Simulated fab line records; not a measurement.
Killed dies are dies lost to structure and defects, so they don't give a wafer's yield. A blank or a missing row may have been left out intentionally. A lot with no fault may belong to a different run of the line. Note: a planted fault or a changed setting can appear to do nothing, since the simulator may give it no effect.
Which tool is to blame? | flow sky130 | 12 lots with 36 wafers sampled at 3 steps, on a route of 708 steps

## WHAT EACH GAUGE READ, for each wafer
SKY_LDD_HVN_OVL_MEAS_07. Usual: for LDD_HVN_OVL the level is 1.0 nm and the standard deviation is 1.5.
lot  | measured     | on         | LDD_HVN_OVL (nm) | flag
L888 | day 19 20:16 | overlay-02 | 1.8 2.3 0.6      |
L889 | day 20 05:47 | overlay-01 | 1.0 1.3 0.5      |
L890 | day 21 03:08 | overlay-01 | 1.6 2.8 0.7      |
L891 | day 21 09:52 | overlay-01 | -0.7 -2.8 -4.1   |
L894 | day 22 12:52 | overlay-01 | 2.1 2.0 2.5      |
L895 | day 22 22:35 | overlay-02 | 1.6 2.6 2.5      |
L896 | day 23 01:53 | overlay-02 | -2.8 -1.1 -0.1   |
L897 | day 23 23:53 | overlay-02 | 0.6 -0.5 0.7     |
L898 | day 24 01:17 | overlay-01 | 4.1 2.8 2.4      |
L904 | day 26 20:14 | overlay-02 | -2.0 -0.1 -0.9   |
L906 | day 27 19:28 | overlay-01 | 0.6 2.5 1.6      |
L910 | day 28 09:44 | overlay-02 | 0.0 1.7 1.0      |

SKY_SD_N_OVL_MEAS_08. Usual: for SD_N_OVL the level is 0.6 nm and the standard deviation is 1.3.
lot  | measured     | on         | SD_N_OVL (nm)  | flag
L888 | day 27 10:41 | overlay-01 | -1.2 0.0 -0.6  |
L889 | day 27 17:12 | overlay-01 | -2.2 -1.0 0.1  |
L890 | day 28 13:13 | overlay-02 | 0.2 1.9 0.8    |
L891 | day 28 20:23 | overlay-01 | 0.3 0.3 1.4    |
L894 | day 29 22:29 | overlay-02 | 2.6 0.7 1.9    |
L895 | day 30 04:31 | overlay-01 | 1.6 1.8 1.9    |
L896 | day 30 06:19 | overlay-01 | 1.8 0.5 0.8    |
L897 | day 31 03:38 | overlay-01 | -0.4 0.4 0.3   |
L898 | day 31 06:31 | overlay-02 | 0.2 -1.7 -1.5  |
L904 | day 33 20:27 | overlay-02 | 1.5 1.3 2.0    |
L906 | day 35 00:48 | overlay-02 | -1.7 -1.9 -0.4 |
L910 | day 35 08:09 | overlay-01 | 1.8 1.7 1.5    |

## WHAT TOOL EACH LOT RAN ON (gives the tool, then ch and the chambers of the sampled wafers, and finally the start)
lot  | SKY_SONOS_ONO_STRIP_17
L888 | plasma_asher-02 ch 0,1, day 12 05:42
L889 | plasma_asher-01 ch 0,1, day 12 16:43
L890 | plasma_asher-04 ch 0,1, day 13 07:53
L891 | plasma_asher-02 ch 0,1, day 13 17:02
L894 | plasma_asher-01 ch 0,1, day 14 12:39
L895 | plasma_asher-04 ch 0,1, day 15 00:26
L896 | plasma_asher-02 ch 0,1, day 15 00:42
L897 | plasma_asher-01 ch 0,1, day 16 01:41
L898 | plasma_asher-02 ch 0, day 16 01:58
L904 | plasma_asher-02 ch 0,1, day 18 19:49
L906 | plasma_asher-04 ch 0,1, day 19 20:09
L910 | plasma_asher-04 ch 0,1, day 20 15:42
- SKY_SONOS_ONO_STRIP_17: strips in O2/N2.

## WHAT THE TOOLS THEMSELVES READ (means of the sampled wafers that have a number; where no wafer has one, the mark that the record gives instead)
SKY_SONOS_ONO_STRIP_17. Usual: drypump_motor_current_A 5.6 A, standard deviation 0.39; oes_product_au 0.710 a.u., standard deviation 0.0045; strip_time_to_endpoint_s 14.11 s, standard deviation 0.04.
lot  | tool            | drypump_motor_current_A (A) | oes_product_au (a.u.) | strip_time_to_endpoint_s (s) | flag
L888 | plasma_asher-02 | 6.0                         | 0.709                 | 14.14                        |
L889 | plasma_asher-01 | 5.1                         | 0.708                 | 14.19                        |
L890 | plasma_asher-04 | 5.4                         | 0.706                 | 14.15                        |
L891 | plasma_asher-02 | 6.0                         | 0.706                 | 14.19                        |
L894 | plasma_asher-01 | 5.1                         | 0.713                 | 14.05                        |
L895 | plasma_asher-04 | 5.4                         | 0.711                 | 14.15                        |
L896 | plasma_asher-02 | 6.0                         | 0.712                 | 14.11                        |
L897 | plasma_asher-01 | 5.4                         | 0.709                 | 14.09                        |
L898 | plasma_asher-02 | 6.0                         | 0.711                 | 14.08                        |
L904 | plasma_asher-02 | 6.0                         | 0.709                 | 14.08                        |
L906 | plasma_asher-04 | 5.5                         | 0.705                 | 14.13                        |
L910 | plasma_asher-04 | 5.4                         | 0.706                 | 14.08                        |

## THE ANSWER, worked out from the rows above alone
Rule: take the mean of a lot's wafers that have a number; if it is more than 3 standard deviations from the usual mean, the lot is off. A lot without any number at a reading at which 4 lots or more have one is off too. The other lots that the step has rows for count as sound. First the gauges in route order, then the tools' own readings, where a lot's mean is used as printed above. The first step at which some lot is off is used, and at that step the reading that is off furthest; a lot without a number counts as furthest.
No lot is off at any reading shown: from this, nothing can be told.

## WHAT WAS PUT IN BY THE SIMULATOR
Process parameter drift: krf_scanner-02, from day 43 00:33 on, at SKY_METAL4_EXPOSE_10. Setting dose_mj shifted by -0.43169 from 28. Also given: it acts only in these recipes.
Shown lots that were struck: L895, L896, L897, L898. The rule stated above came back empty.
